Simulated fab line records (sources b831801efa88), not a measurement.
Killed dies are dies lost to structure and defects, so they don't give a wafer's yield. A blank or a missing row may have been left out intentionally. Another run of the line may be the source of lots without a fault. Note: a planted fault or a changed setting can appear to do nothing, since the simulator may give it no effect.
Struck lot and sound lot, side by side + flow gf180mcu + 18 out of 602 route steps
Sound: the wafers L190.1, L190.2, L190.6. Wafers L187.1, L187.3, L187.6 were the ones struck. Last of all comes the cause.
Order at every step that has rows: each side's tool, ch and its chambers, its first start. Under that, the readings that differ: sound wafers + struck wafers + difference of the means + sigmas: that difference in standard deviations of wafers without a fault.
alike: a reading whose means differ by less than 2 such deviations, as well as words and numbers matching on both sides. not compared: withheld readings; readings where some wafer has no value; bounds like >300 that might hide an equal value; numbers whose values overlap and for which the record gives no deviation.
A row with sigmas, a row that says differs or no value, or rows on one side alone: a step with any of these is where the two part. Numbers that have no deviation but don't overlap get no sigmas and don't part them. A reading missing from all wafers of one side parts the sides only when that side holds two or more wafers.

first, 1 step without rows for these wafers: GF_MIM_SPUTTER_04 (material TiN, target thk 50 nm, time 41.7 s).
GF_MIM_CVD_05: deposits Si3N4, target thk 42 nm, time 29.086 s.
  sound on pecvd-04 ch 1,2, day 29 18:31; struck on pecvd-03 ch 0,1,2, day 28 20:31
  alike: heater_power_w, rf_fwd_power_W
GF_MIM_THK_MEAS_06:
  sound on film_metro-04, day 29 18:33; struck on film_metro-03, day 28 20:35
  alike: MIM_CVD_05_THK
GF_MIM_SPUTTER_07: material TiN, target thk 60 nm, time 50 s.
  sound on pvd_sputter-01, day 29 18:37; struck on pvd_sputter-03, day 28 20:38
| reading                | sound          | struck         | difference | sigmas |
|------------------------|----------------|----------------|------------|--------|
| throttle_valve_pct (%) | 30.4 29.0 29.0 | 30.0 32.1 31.8 | +1.8       | +2     |
GF_MIM_SPUTTER_08: material AlCu, target thk 200 nm, time 10.6 s.
  sound on pvd_sputter-01, day 29 18:39; struck on pvd_sputter-03, day 28 20:41
| reading                | sound          | struck         | difference | sigmas |
|------------------------|----------------|----------------|------------|--------|
| throttle_valve_pct (%) | 30.8 28.8 29.0 | 30.3 31.8 32.0 | +1.8       | +2     |
GF_MIM_SPUTTER_09: material TiN, target thk 35 nm, time 29.2 s.
  sound on pvd_sputter-01, day 29 18:41; struck on pvd_sputter-03, day 28 20:43
  alike: throttle_valve_pct
GF_MIM_RS_MEAS_10: a four-point-probe measurement.
  sound on film_metro-04, day 29 18:43; struck on film_metro-04, day 28 20:44
  alike: MIM_ALCU_RS
GF_MIM_THK_MEAS_11: measures by xrf.
  sound on film_metro-04, day 29 18:50; struck on film_metro-04, day 28 20:52
  alike: MIM_ALCU_THK
then, 4 steps without rows for these wafers: GF_MIM_DEHYDRATE_12 (time 60 s); GF_MIM_HMDS_13 (prime time 60 s); GF_MIM_COAT_14 (resist thk 1000 nm); GF_MIM_SOFTBAKE_15 (time 60 s).
GF_MIM_EXPOSE_16: exposes mask FuseTop, target cd 2000 nm.
  sound on iline_stepper-01 ch 0, day 30 03:56; struck on iline_stepper-02 ch 0, day 29 06:25
  alike: mask, exposure_dose_mJ_cm2, focus_offset_nm
then, 2 steps without rows for these wafers: GF_MIM_PEB_17; GF_MIM_DEVELOP_18 (develop time 60 s).
GF_MIM_METAL_ETCH_19: etches the open film in Cl2/BCl3, stops on Si3N4, target depth 324.5 nm, time 54.1 s.
  sound on rie_metal-04 ch 0,1, day 30 13:07; struck on rie_metal-03 ch 0, day 29 16:11
| reading              | sound          | struck         | difference | sigmas |
|----------------------|----------------|----------------|------------|--------|
| model.MIM.cd_nm (nm) | 2001 1999 2001 | 1921 1904 1943 | -78        |        |
  alike: drypump_motor_current_A, oes_product_au, rf_fwd_power_W, throttle_valve_pct
  not compared: rf_hours_counter_h
GF_MIM_STRIP_20: strips in O2/N2.
  sound on plasma_asher-04 ch 0,1, day 30 13:11; struck on plasma_asher-04 ch 0,1, day 29 16:19
  alike: drypump_motor_current_A, heater_power_w, oes_product_au, strip_time_to_endpoint_s
  not compared: rf_hours_counter_h
GF_PASSIVATION_PROBE_99:
  sound wafers here have rows in the record (prober-01, day 33 17:04); struck ones have none

## WHERE THEY PART
Earliest at GF_MIM_SPUTTER_07; latest, in this record, at GF_PASSIVATION_PROBE_99.

WHY: what the simulator had put in
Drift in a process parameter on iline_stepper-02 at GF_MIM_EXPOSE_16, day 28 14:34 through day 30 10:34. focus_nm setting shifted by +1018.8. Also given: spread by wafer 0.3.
